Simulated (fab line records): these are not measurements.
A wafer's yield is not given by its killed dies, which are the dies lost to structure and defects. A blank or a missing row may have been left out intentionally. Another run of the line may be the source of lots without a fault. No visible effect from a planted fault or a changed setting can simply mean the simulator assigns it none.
Matching of chambers ; flow gf180mcu ; GF_POLY_GATE_ETCH_12 on rie_diel-02 has 4 sister chambers
The step etches BARC in N2/H2. 14 wafers are shown with their chamber, then 7 later ones without.

## WAFERS PAIRED WITH THEIR CHAMBERS
wafer;chamber;bias_w (W);oes_product_au (a.u.);throttle_valve_pct (%)
L963.3;0;100.1;0.742;13.219
L963.4;1;100.3;0.745;13.223
L963.6;3;99.9;0.732;13.211
L964.2;0;99.7;0.737;13.237
L964.3;2;99.8;0.741;13.221
L964.4;1;99.8;0.736;13.224
L965.1;0;99.9;0.741;13.217
L965.2;1;100.2;0.737;13.219
L965.6;2;100.2;0.729;13.214
L967.1;2;99.8;0.737;13.219
L967.3;3;100.3;0.738;13.215
L967.6;1;100.1;0.740;13.207
L976.3;3;100.1;0.738;13.227
L976.5;0;100.0;0.733;13.205

SIGNATURES (averages over the wafers above)
reading;chamber 0;chamber 1;chamber 2;chamber 3;scatter within a chamber
bias_w;99.925;100.100;99.933;100.100;0.204
oes_product_au;0.73825;0.73950;0.73567;0.73600;0.00445
throttle_valve_pct;13.21950;13.21825;13.21800;13.21767;0.00933
Rule: for each reading, subtract the chamber's mean from the wafer's reading, divide by that reading's scatter and square the result; add these up over the readings and take the root, which gives the wafer's distance from the chamber. If the next closest chamber is less than 2 further off than the closest, the wafer can't be placed; otherwise it belongs to the closest. The scatter: the root of (the sum of the squares of (reading less its chamber's mean) over the shown wafers, divided by (wafers less chambers)).

## WAFERS WITH NO CHAMBER GIVEN
wafer;bias_w (W);oes_product_au (a.u.);throttle_valve_pct (%)
L976.6;100.2;0.745;13.214
L978.2;100.3;0.735;13.213
L978.3;100.0;0.741;13.209
L978.6;99.7;0.742;13.210
L979.3;99.9;0.730;13.226
L979.4;100.0;0.739;13.202
L979.6;99.4;0.736;13.219

## WHICH CHAMBER EACH ONE RAN IN
wafer;from the rows above;in truth
L976.6;can't be placed: 1 or 0 or 3 or 2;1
L978.2;can't be placed: 3 or 1 or 2 or 0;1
L978.3;can't be placed: 1 or 0 or 3 or 2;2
L978.6;can't be placed: 0 or 2 or 1 or 3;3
L979.3;can't be placed: 2 or 3 or 0 or 1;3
L979.4;can't be placed: 1 or 3 or 2 or 0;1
L979.6;can't be placed: 2 or 0 or 3 or 1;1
0 of 7 placed correctly. Cannot be placed on the basis of these rows: 7; the candidates contain the true chamber in 7. Placed wrongly: 0.
